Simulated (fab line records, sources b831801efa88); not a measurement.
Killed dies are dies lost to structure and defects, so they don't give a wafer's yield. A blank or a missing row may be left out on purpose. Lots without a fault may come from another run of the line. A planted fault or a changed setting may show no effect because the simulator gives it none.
Split-lot experiment | flow gf180mcu | 5 lots, 23 wafers read, on a route of 602 steps

THE SPLIT
At GF_CONTACT_CMP_04 (polishes SiO2), the setting leave_above_ref_nm was moved away from the recipe's 560 nm on 5 of the 23 wafers read, by -3.2% to +5.0%. The other wafers ran this setting at the recipe's value.

FROM THE SPLIT TO THE READING: what the file shows between them, 4 steps
- GF_CONTACT_DEHYDRATE_06: time 60 s
- GF_CONTACT_ETCH_16: etches BARC in N2/H2
- GF_CONTACT_ETCH_17: etches SiO2 in C4F8/O2/Ar, stops on CoSi2, target depth 860 nm
- GF_CONTACT_SPUTTER_23: material TiN, target thk 10 nm, time 40 s (also split here: time_s)

THE READING
SiO2_of_CONTACT_CVD_02.thk_nm (the simulator's own value, which no gauge read), in nm, at GF_CONTACT_CMP_27 (polishes, stops on SiO2, t overpolish 15 s, target thk 0 nm). The file gives no usual value for it. The 18 wafers here that ran the recipe average 553.4 nm, standard deviation 1 nm.

wafer  | tool, chamber at the split | leave_above_ref_nm as run, nm | against the recipe | SiO2_of_CONTACT_CVD_02.thk_nm, nm | against lot-mates on the recipe
L074.3 | cmp-02, 2                  | 560                           | recipe             | 554                               | -
L074.1 | cmp-02, 1                  | 560                           | recipe             | 555                               | -
L074.2 | cmp-02, 0                  | 560                           | recipe             | 554.5                             | -
L074.5 | cmp-02, 2                  | 560                           | recipe             | 552.6                             | -
L074.6 | cmp-02, 3                  | 560                           | recipe             | 553.2                             | -
L076.3 | cmp-02, 2                  | 560                           | recipe             | 552.9                             | -
L076.1 | cmp-02, 1                  | 560                           | recipe             | 553.7                             | -
L076.6 | cmp-02, 0                  | 560                           | recipe             | 552.5                             | -
L080.4 | cmp-01, 3                  | 588.2                         | +5.0%              | 582                               | +29.0
L080.1 | cmp-01, 0                  | 588.2                         | +5.0%              | 581.8                             | +28.8
L080.2 | cmp-01, 1,2                | 560                           | recipe             | 553.4                             | -
L080.3 | cmp-01, 1,2                | 560                           | recipe             | 552.5                             | -
L080.5 | cmp-01, 0                  | 588.2                         | +5.0%              | 583.5                             | +30.5
L082.4 | cmp-01, 3                  | 560                           | recipe             | 552.2                             | -
L082.1 | cmp-01, 0                  | 560                           | recipe             | 555                               | -
L082.3 | cmp-01, 2                  | 560                           | recipe             | 552.4                             | -
L082.2 | cmp-01, 1                  | 560                           | recipe             | 553.4                             | -
L082.6 | cmp-01, 3                  | 560                           | recipe             | 555.1                             | -
L083.3 | cmp-02, 2                  | 560                           | recipe             | 552.4                             | -
L083.4 | cmp-02, 0                  | 560                           | recipe             | 553.8                             | -
L083.1 | cmp-02, 1                  | 541.9                         | -3.2%              | 535.1                             | -17.6
L083.6 | cmp-02, 3                  | 560                           | recipe             | 551.8                             | -
L083.5 | cmp-02, 2                  | 541.9                         | -3.2%              | 533.7                             | -19.0
Where a row lists several chambers, the file gives one row for several wafers and doesn't say which wafer went through which chamber.

THE FIT
A straight line over all 23 wafers: SiO2_of_CONTACT_CVD_02.thk_nm changes by +5.8 nm for each +1% of leave_above_ref_nm; r = +1.00; the points scatter about the line by 1 nm.
The same after taking each lot's own level away (the mean of its wafers on the recipe; 23 wafers): +5.8 nm for each +1%; r = +1.00; scatter 0.92 nm.
On that fit, the largest move of leave_above_ref_nm shifts the reading by 29 nm.
The lots' own levels span 552.67 to 553.86 nm, that is 1.2 times the standard deviation above.
So the lot-to-lot level changes the slope little: the two slopes agree.
Check: with one of the wafers moved furthest among these (+5.0%) left out of the fit, the line predicts +29.4 nm for it against its lot-mates. It came out at +29 nm against them.

OTHER SPLITS ON THESE WAFERS
These wafers also went through other splits before the reading. Each is held against what the fit with the lots' levels taken away leaves over:
other split on the same wafers   | wafers away from the commonest value | r with SiO2_of_CONTACT_CVD_02.thk_nm (lot level and that fit taken away)
GF_PSD_DEVELOP_06 dev_temp_c     | 12                                   | -0.02
GF_SAB_CVD_00 time_s             | 8                                    | -0.16
GF_SAB_DEVELOP_08 develop_time_s | 10                                   | -0.06
GF_SALICIDE_SPUTTER_03 time_s    | 6                                    | +0.05
GF_CONTACT_CVD_00 sih4_flow_sccm | 11                                   | -0.08
GF_CONTACT_SPUTTER_23 time_s     | 12                                   | -0.01

THE WHOLE CHAIN: every reading that the file lists as answering this split, in the file's order
step               | what it does                                                   | reading                                                                        | change (the file's fit)                                                                    | r (the file's)
GF_CONTACT_CMP_04  | polishes SiO2                                                  | SiO2_of_CONTACT_CVD_02.thk_nm (the simulator's own value, which no gauge read) | +5.72 nm for each +1% of the setting                                                       | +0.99
GF_CONTACT_CMP_27  | polishes, stops on SiO2, t overpolish 15 s, target thk 0 nm    | SiO2_of_CONTACT_CVD_02.thk_nm (the simulator's own value, which no gauge read) | +5.8 nm for each +1% of the setting                                                        | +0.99
GF_CONTACT_ETCH_17 | etches SiO2 in C4F8/O2/Ar, stops on CoSi2, target depth 860 nm | CONTACT.feature_depth_nm (the simulator's own value, which no gauge read)      | +5.67 nm for each +1% of the setting, in a fit together with sih4_flow_sccm@CONTACT_CVD_00 | 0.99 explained

THE FILE'S OWN FIT
SiO2_of_CONTACT_CVD_02.thk_nm changes by +5.8 nm for each +1% of leave_above_ref_nm, r = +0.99.
